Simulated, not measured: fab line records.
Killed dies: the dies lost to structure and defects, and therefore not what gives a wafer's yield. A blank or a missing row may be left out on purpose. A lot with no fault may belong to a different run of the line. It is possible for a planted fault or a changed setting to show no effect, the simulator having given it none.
fab line records ; flow sky130
record: lots: 12; wafers: 36; last-day: 49
route steps=708 shown DNWELL@43 VT_ADJUST_NCORE@128 SONOS_ONO@169 POLY_CUT@319
lots that met no fault: from a run of the same line without faults
start-h: start of the lot's first displayed wafer, in hours after the record's first day ; wait-h: how many hours have passed since the lot's step before this one ; " identical to the entry in the row above ; L1.1+2: a single row standing in for several wafers ; - no value, or no start was given ; * or withheld: withheld ; < > ~ a bound
route shown NAME@n: NAME is a module with steps in the file, n the number in the route of the first one ; usual: average and standard deviation across the fault-free wafers ; same: alike in all rows ; chamber/n: place in a boat ; sites: readings site by site ; _std_site: standard deviation of those values ; _edge_site: mean of outer sites minus mean of inner sites ; radius-mm: for every site, how far away it sits from the centre of the wafer ; mask NAME#n: copy n ; behind: the last tool/chamber to shape the wafer ; hold: what put the lot on hold/how long, in hours/how the hold closed ; device: the transistor (n, p or np) that didn't switch ; end of line: at the end of the route, the tests of the same wafers ; where a step has no rows: the recipe by itself ; killed: dies that structure and defects cost at the first sort, which is not the same as the wafer's yield ; map: a wafer's dies, x killed, . not, _ none there
set.NAME: the setting that was run; set.NAME@STEP: the one run at that earlier step ; model.NAME: the simulator's own value behind a step, which no gauge read
one table for each step of the route and one row for each wafer, over a sample of lots
services: a tool's chamber out of use, with start hour (start-h, from the record's first day; less than 0 if before it), hours out, and reason
== steps ==
step: SKY_DNWELL_STRIP_08
recipe: chemistry: O2/N2; power-w: 1400; pressure-mtorr: 1500; platen-temp-c: withheld; o2-flow-sccm: 3000; n2-flow-sccm: 300; overash-fraction: 0.5
usual: drypump-motor-current-A: 5.8/0.41; oes-product-au: 0.722/0.0043; strip-time-to-endpoint-s: 36.89/0.11
lot.wafer;tool;chamber;start-h;wait-h;drypump-motor-current-A;oes-product-au;rf-hours-counter-h;strip-time-to-endpoint-s
L482.2;plasma-asher-01;0;55.38;0.1;6.1;0.719;24;36.88
L482.4;plasma-asher-01;1;55.38;0.1;5.2;0.719;-;36.85
L482.6;plasma-asher-01;1;55.38;0.1;5.2;0.727;-;36.90
L485.2;plasma-asher-01;1;68.92;0.1;5.2;0.720;26;36.85
L485.4;plasma-asher-01;0;68.92;0.1;6.2;0.725;-;36.84
L485.6;plasma-asher-01;0;68.92;0.1;6.2;0.713;-;36.93
L487.4;plasma-asher-01;0;79.59;0.1;6.1;0.726;-;37.07
L487.5;plasma-asher-01;0;79.59;0.1;6.1;0.723;-;36.96
L487.6;plasma-asher-01;1;79.59;0.1;5.2;0.717;-;37.02
L490.1;plasma-asher-04;1;95.76;0.1;5.7;0.719;41;36.94
L490.4;plasma-asher-04;0;95.76;0.1;6.0;0.715;-;36.89
L490.6;plasma-asher-04;0;95.76;0.1;5.9;0.717;-;37.00
L491.4;plasma-asher-03;1;103.35;0.1;6.3;0.725;-;36.82
L491.5;plasma-asher-03;1;103.35;0.1;6.3;0.730;-;36.76
L491.6;plasma-asher-03;0;103.35;0.1;5.2;0.722;-;36.70
L492.2;plasma-asher-04;0;106.78;0.1;5.9;0.718;43;36.81
L492.4;plasma-asher-04;0;106.78;0.1;5.9;0.723;-;36.95
L492.6;plasma-asher-04;1;106.78;0.1;5.7;0.726;-;36.86
L493.2;plasma-asher-04;1;113.31;0.1;5.7;0.727;43;36.91
L493.5;plasma-asher-04;1;113.31;0.1;5.7;0.715;-;36.76
L493.6;plasma-asher-04;0;113.31;0.1;5.9;0.720;-;36.92
L495.2;plasma-asher-04;0;127.51;0.1;5.9;0.722;45;37.13
L495.4;plasma-asher-04;1;127.51;0.1;5.7;0.719;-;36.99
L495.5;plasma-asher-04;0;127.51;0.1;5.9;0.721;-;37.07
L496.1;plasma-asher-04;0;129.73;0.1;5.9;0.724;45;36.73
L496.3;plasma-asher-04;1;129.73;0.1;5.7;0.717;-;36.75
L496.4;plasma-asher-04;0;129.73;0.1;5.9;0.732;-;36.79
L497.2;plasma-asher-03;0;135.11;0.1;5.2;0.719;2;36.99
L497.3;plasma-asher-03;1;135.11;0.1;6.3;0.719;-;36.99
L497.4;plasma-asher-03;0;135.11;0.1;5.2;0.721;-;37.02
L498.1;plasma-asher-01;0;137.28;0.1;6.1;0.727;33;36.80
L498.4;plasma-asher-01;1;137.28;0.1;5.2;0.720;-;36.74
L498.6;plasma-asher-01;1;137.28;0.1;5.2;0.723;-;36.81
L499.2;plasma-asher-04;0;142.12;0.1;6.0;0.718;46;36.98
L499.3;plasma-asher-04;0;142.12;0.1;5.9;0.724;-;36.91
L499.6;plasma-asher-04;1;142.12;0.1;5.7;0.719;-;36.86
step: SKY_VT_ADJUST_NCORE_IMPLANT_09
recipe: species: B; energy-kev: 10; dose-cm2: 2.4e+12; tilt-deg: withheld
usual: beam-on-s: 10.01/0.19; faraday-current-uA: 13.53/0.26
same: implant-ion-amu: 11
lot.wafer;tool;chamber;start-h;wait-h;beam-on-s;faraday-current-uA
L482.2;implanter-04;0;183.74;0.0;9.77;13.86
L482.4;implanter-04;0;183.74;0.0;9.66;14.01
L482.6;implanter-04;0;183.74;0.0;9.82;13.78
L485.2;implanter-03;0;199.60;0.0;9.93;13.65
L485.4;implanter-03;0;199.60;0.0;9.91;13.67
L485.6;implanter-03;0;199.60;0.0;10.06;13.41
L487.4;implanter-02;0;216.55;0.1;9.97;13.62
L487.5;implanter-02;0;216.55;0.1;9.95;13.58
L487.6;implanter-02;0;216.55;0.1;10.21;13.29
L490.1;implanter-03;0;237.42;0.0;9.96;13.62
L490.4;implanter-03;0;237.42;0.0;10.41;13.02
L490.6;implanter-03;0;237.42;0.0;10.11;13.43
L491.4;implanter-04;0;245.79;0.1;10.34;13.10
L491.5;implanter-04;0;245.79;0.1;10.05;13.51
L491.6;implanter-04;0;245.79;0.1;9.95;13.56
L492.2;implanter-04;0;250.54;0.0;9.83;13.78
L492.4;implanter-04;0;250.54;0.0;9.98;13.60
L492.6;implanter-04;0;250.54;0.0;9.63;13.99
L493.2;implanter-03;0;260.00;0.0;10.09;13.51
L493.5;implanter-03;0;260.00;0.0;10.08;13.41
L493.6;implanter-03;0;260.00;0.0;9.85;13.75
L495.2;implanter-03;0;276.14;0.0;10.29;13.11
L495.4;implanter-03;0;276.14;0.0;9.80;13.81
L495.5;implanter-03;0;276.14;0.0;10.50;12.87
L496.1;implanter-03;0;278.23;0.0;12.44;10.93
L496.3;implanter-03;0;278.23;0.0;12.59;10.82
L496.4;implanter-03;0;278.23;0.0;12.57;10.74
L497.2;implanter-03;0;287.24;0.0;12.31;10.97
L497.3;implanter-03;0;287.24;0.0;12.55;10.82
L497.4;implanter-03;0;287.24;0.0;12.42;10.90
L498.1;implanter-04;0;290.87;0.0;10.02;13.47
L498.4;implanter-04;0;290.87;0.0;10.17;13.34
L498.6;implanter-04;0;290.87;0.0;10.09;13.40
L499.2;implanter-02;0;298.74;0.0;10.18;13.26
L499.3;implanter-02;0;298.74;0.0;9.83;13.73
L499.6;implanter-02;0;298.74;0.0;10.03;13.53
step: SKY_VT_ADJUST_NCORE_TW_MEAS_11
usual: VT_ADJUST_NCORE_TW: 218.4/1.8
lot.wafer;tool;chamber;start-h;wait-h;VT_ADJUST_NCORE_TW
L482.2;film-metro-01;-;183.97;0.1;219.9
L482.4;film-metro-01;-;183.97;0.1;219.7
L482.6;film-metro-01;-;183.97;0.1;220.1
L485.2;film-metro-04;-;199.83;0.1;216.0
L485.4;film-metro-04;-;199.83;0.1;216.1
L485.6;film-metro-04;-;199.83;0.1;215.1
L487.4;film-metro-02;-;216.75;0.1;219.6
L487.5;film-metro-02;-;216.75;0.1;219.9
L487.6;film-metro-02;-;216.75;0.1;220.2
L490.1;film-metro-02;-;237.67;0.1;219.6
L490.4;film-metro-02;-;237.67;0.1;222.1
L490.6;film-metro-02;-;237.67;0.1;221.1
L491.4;film-metro-01;-;245.99;0.1;216.1
L491.5;film-metro-01;-;245.99;0.1;216.4
L491.6;film-metro-01;-;245.99;0.1;218.2
L492.2;film-metro-02;-;250.78;0.1;219.7
L492.4;film-metro-02;-;250.78;0.1;218.9
L492.6;film-metro-02;-;250.78;0.1;219.2
L493.2;film-metro-02;-;260.23;0.1;219.9
L493.5;film-metro-02;-;260.23;0.1;219.2
L493.6;film-metro-02;-;260.23;0.1;218.5
L495.2;film-metro-04;-;276.38;0.1;215.1
L495.4;film-metro-04;-;276.38;0.1;216.1
L495.5;film-metro-04;-;276.38;0.1;216.0
L496.1;film-metro-01;-;278.48;0.1;232.2
L496.3;film-metro-01;-;278.48;0.1;231.2
L496.4;film-metro-01;-;278.48;0.1;231.5
L497.2;film-metro-02;-;287.48;0.1;233.6
L497.3;film-metro-02;-;287.48;0.1;233.1
L497.4;film-metro-02;-;287.48;0.1;232.9
L498.1;film-metro-04;-;291.12;0.1;216.1
L498.4;film-metro-04;-;291.12;0.1;218.1
L498.6;film-metro-04;-;291.12;0.1;217.5
L499.2;film-metro-02;-;298.97;0.1;220.3
L499.3;film-metro-02;-;298.97;0.1;219.3
L499.6;film-metro-02;-;298.97;0.1;219.8
step: SKY_SONOS_ONO_THK_MEAS_01
recipe: reads: SiO2_of_SONOS_ONO_OXIDATION_00
usual: SONOS_ONO_OXIDATION_THK: 2.61/0.051
lot.wafer;tool;chamber;start-h;wait-h;SONOS_ONO_OXIDATION_THK[nm]
L482.2;film-metro-02;-;256.21;0.0;2.53
L482.4;film-metro-02;-;256.21;0.0;2.52
L482.6;film-metro-02;-;256.21;0.0;2.58
L485.2;film-metro-01;-;270.35;0.0;2.50
L485.4;film-metro-01;-;270.35;0.0;2.58
L485.6;film-metro-01;-;270.35;0.0;2.60
L487.4;film-metro-02;-;290.62;0.0;2.59
L487.5;film-metro-02;-;290.62;0.0;2.67
L487.6;film-metro-02;-;290.62;0.0;2.69
L490.1;film-metro-04;-;316.60;0.0;2.58
L490.4;film-metro-04;-;316.60;0.0;2.57
L490.6;film-metro-04;-;316.60;0.0;2.59
L491.4;film-metro-04;-;323.54;0.0;2.66
L491.5;film-metro-04;-;323.54;0.0;2.54
L491.6;film-metro-04;-;323.54;0.0;2.67
L492.2;film-metro-04;-;329.01;0.0;2.66
L492.4;film-metro-04;-;329.01;0.0;2.63
L492.6;film-metro-04;-;329.01;0.0;2.70
L493.2;film-metro-04;-;341.10;0.0;2.67
L493.5;film-metro-04;-;341.10;0.0;2.69
L493.6;film-metro-04;-;341.10;0.0;2.69
L495.2;film-metro-02;-;359.24;0.0;2.62
L495.4;film-metro-02;-;359.24;0.0;2.68
L495.5;film-metro-02;-;359.24;0.0;2.71
L496.1;film-metro-02;-;361.44;0.0;2.59
L496.3;film-metro-02;-;361.44;0.0;2.58
L496.4;film-metro-02;-;361.44;0.0;2.68
L497.2;film-metro-02;-;372.99;0.0;2.59
L497.3;film-metro-02;-;372.99;0.0;2.62
L497.4;film-metro-02;-;372.99;0.0;2.58
L498.1;film-metro-02;-;375.29;0.0;2.61
L498.4;film-metro-02;-;375.29;0.0;2.56
L498.6;film-metro-02;-;375.29;0.0;2.56
L499.2;film-metro-02;-;384.49;0.0;2.60
L499.3;film-metro-02;-;384.49;0.0;2.62
L499.6;film-metro-02;-;384.49;0.0;2.61
step: SKY_POLY_CUT_STRIP_12
recipe: chemistry: O2/N2; power-w: 1400; pressure-mtorr: 1500; platen-temp-c: withheld; o2-flow-sccm: 3000; n2-flow-sccm: 300; overash-fraction: 0.5
usual: drypump-motor-current-A: 5.7/0.59; oes-product-au: 0.452/0.0043; strip-time-to-endpoint-s: 5.365/0.016
lot.wafer;tool;chamber;start-h;wait-h;drypump-motor-current-A;oes-product-au;rf-hours-counter-h;strip-time-to-endpoint-s
L482.2;plasma-asher-01;0;566.65;0.0;6.1;0.458;74;5.374
L482.4;plasma-asher-01;0;566.65;0.0;6.2;0.454;-;5.381
L482.6;plasma-asher-01;1;566.65;0.0;5.2;0.455;-;5.355
L485.2;plasma-asher-02;0;582.60;0.0;5.1;0.454;85;5.355
L485.4;plasma-asher-02;1;582.60;0.0;6.4;0.448;-;5.363
L485.6;plasma-asher-02;0;582.60;0.0;5.1;0.434;-;5.363
L487.4;plasma-asher-03;1;600.93;0.1;6.3;0.451;-;5.363
L487.5;plasma-asher-03;1;600.93;0.1;6.3;0.446;-;5.370
L487.6;plasma-asher-03;0;600.93;0.1;5.2;0.447;-;5.344
L490.1;plasma-asher-03;1;627.37;0.0;6.3;0.452;53;5.360
L490.4;plasma-asher-03;1;627.37;0.0;6.3;0.452;-;5.354
L490.6;plasma-asher-03;1;627.37;0.0;6.3;0.449;-;5.345
L491.4;plasma-asher-01;0;641.23;0.1;6.1;0.455;-;5.344
L491.5;plasma-asher-01;0;641.23;0.1;6.1;0.453;-;5.374
L491.6;plasma-asher-01;1;641.23;0.1;5.3;0.450;-;5.358
L492.2;plasma-asher-02;0;643.50;0.0;5.1;0.444;92;5.365
L492.4;plasma-asher-02;1;643.50;0.0;6.5;0.451;-;5.374
L492.6;plasma-asher-02;1;643.50;0.0;6.4;0.460;-;5.386
L493.2;plasma-asher-02;1;653.70;0.0;6.4;0.456;93;5.380
L493.5;plasma-asher-02;1;653.70;0.0;6.4;0.457;-;5.393
L493.6;plasma-asher-02;0;653.70;0.0;5.1;0.453;-;5.372
L495.2;plasma-asher-02;0;694.95;0.0;5.1;0.454;96;5.350
L495.4;plasma-asher-02;0;694.95;0.0;5.1;0.446;-;5.352
L495.5;plasma-asher-02;0;694.95;0.0;5.1;0.452;-;5.356
L496.1;plasma-asher-03;1;695.10;0.0;6.3;0.448;59;5.359
L496.3;plasma-asher-03;0;695.10;0.0;5.2;0.454;-;5.362
L496.4;plasma-asher-03;1;695.10;0.0;6.3;0.451;-;5.338
L497.2;plasma-asher-02;0;695.27;0.0;5.1;0.453;97;5.355
L497.3;plasma-asher-02;1;695.27;0.0;6.4;0.453;-;5.344
L497.4;plasma-asher-02;0;695.27;0.0;5.1;0.450;-;5.356
L498.1;plasma-asher-03;0;695.45;0.0;5.2;0.452;59;5.340
L498.4;plasma-asher-03;0;695.45;0.0;5.2;0.448;-;5.335
L498.6;plasma-asher-03;0;695.45;0.0;5.2;0.449;-;5.351
L499.2;plasma-asher-02;0;697.35;0.0;5.1;0.451;97;5.364
L499.3;plasma-asher-02;1;697.35;0.0;6.4;0.455;-;5.360
L499.6;plasma-asher-02;1;697.35;0.0;6.4;0.458;-;5.357
== services ==
tool;chamber;start-h;hours;kind
plasma-asher-02;-;35.34;1.6;repair
implanter-03;-;46.65;4.6;pm
plasma-asher-04;-;74.43;5.3;repair
plasma-asher-02;-;100.66;4.5;repair
implanter-03;-;103.79;3.0;pm
plasma-asher-04;-;103.96;1.4;repair
plasma-asher-03;-;108.75;9.0;pm
plasma-asher-02;-;162.67;11.3;repair
plasma-asher-01;-;188.62;6.2;repair
plasma-asher-02;-;204.79;2.6;repair
plasma-asher-01;-;226.73;4.3;pm
implanter-03;-;231.05;3.2;repair
plasma-asher-04;-;241.92;9.0;repair
plasma-asher-02;-;262.18;0.8;repair
plasma-asher-01;-;274.47;4.6;repair
plasma-asher-01;-;291.46;4.9;repair
plasma-asher-04;-;304.45;1.4;repair
plasma-asher-04;-;321.44;1.1;repair
implanter-03;-;322.37;2.4;repair
plasma-asher-02;-;351.98;2.8;pm
plasma-asher-03;-;352.84;3.9;repair
plasma-asher-03;-;387.99;2.4;repair
plasma-asher-02;-;421.21;13.7;pm
plasma-asher-04;-;421.25;9.0;pm
== key ==
first-sign: step: SKY_VT_ADJUST_NCORE_IMPLANT_09; reading: beam-on-s; direction: up; sigmas: 13; usual: 10.01; struck: 12.48
effect: step: SKY_VT_ADJUST_NCORE_IMPLANT_09; reading: faraday-current-uA; direction: down; sigmas: 10; usual: 13.53; struck: 10.86
effect: step: SKY_VT_ADJUST_NCORE_TW_MEAS_11; reading: VT_ADJUST_NCORE_TW; direction: up; sigmas: 8; usual: 218.4; struck: 232.4
met-at SKY_VT_ADJUST_NCORE_IMPLANT_09
struck-lots L496,L497
tester-left-out L496,L497
not-acting-at SKY_DNWELL_STRIP_08,SKY_SONOS_ONO_THK_MEAS_01,SKY_POLY_CUT_STRIP_12
onset-between 276.14 278.23
fault: kind: process-parameter-drift; tool: implanter-03; chamber: -; onset-h: 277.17; steps: SKY_VT_ADJUST_NCORE_IMPLANT_09; channel: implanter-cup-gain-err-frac; offset: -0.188; shape: step; end-h: 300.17
tester-left-out: of these lots the tester's yield and bins aren't shown, on N5 and GAA mostly nor the transistor test; their killed dies are dies lost to structure and defects alone, not to doping, threshold or leakage, so they don't give the yield
